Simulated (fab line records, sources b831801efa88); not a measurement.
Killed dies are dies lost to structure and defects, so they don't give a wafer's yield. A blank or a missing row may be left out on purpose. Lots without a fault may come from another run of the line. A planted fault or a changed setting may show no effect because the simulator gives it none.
Which tool did it? | flow sky130 | 6 lots, 18 wafers sampled, at 3 steps of a route of 708

WHAT THE GAUGES READ, wafer by wafer
SKY_POLY_GATE_CD_MEAS_13: target cd 150 nm.
lot  | measured     | on        | cd_nm (nm)
L271 | day 16 18:55 | cd_sem-02 | 148.6 149.2 149.1
L274 | day 17 17:31 | cd_sem-02 | 149.5 149.5 150.2
L287 | day 22 20:10 | cd_sem-01 | 149.8 150.9 150.2
L289 | day 23 05:49 | cd_sem-02 | 150.7 150.2 149.6
L292 | day 24 10:05 | cd_sem-01 | 149.8 152.2 149.7

WHICH TOOL RAN EACH LOT (tool, then ch and the chambers of the sampled wafers, then the start)
lot  | SKY_FIELD_ISO_STRIP_16              | SKY_VT_ADJUST_LVTN_STRIP_20
L271 | plasma_asher-03 ch 0,1, day 2 10:25 | plasma_asher-03 ch 0,1, day 8 00:47
L274 | plasma_asher-04 ch 0,1, day 3 01:56 | plasma_asher-01 ch 0,1, day 8 19:55
L278 | plasma_asher-02 ch 0,1, day 3 22:55 | -
L287 | plasma_asher-02 ch 0,1, day 5 23:50 | plasma_asher-03 ch 0,1, day 12 17:33
L289 | plasma_asher-03 ch 0,1, day 6 07:29 | plasma_asher-02 ch 0,1, day 13 02:33
L292 | plasma_asher-02 ch 0,1, day 7 00:14 | plasma_asher-01 ch 0, day 13 22:32
- SKY_FIELD_ISO_STRIP_16: strips in O2/N2.
- SKY_VT_ADJUST_LVTN_STRIP_20: strips in O2/N2.

THE ANSWER, worked out from the rows above alone
Rule: what is usual is taken from the lots themselves. Put in order of their means at a reading, lots are off if they are a third of the lots or fewer, leave a main group of 4 or more, and stand apart from it by a gap of 3 or more times the standard deviation of the main group's means; of several such gaps the widest counts. A main group whose means are all the same, to the digits that the tables above print for the reading, isn't used. A lot without any number at a reading at which 4 lots or more have one is off too. The other lots that the step has rows for count as sound.
No lot is off at any reading shown: from this, nothing can be told.

WHAT THE SIMULATOR HAD PUT IN
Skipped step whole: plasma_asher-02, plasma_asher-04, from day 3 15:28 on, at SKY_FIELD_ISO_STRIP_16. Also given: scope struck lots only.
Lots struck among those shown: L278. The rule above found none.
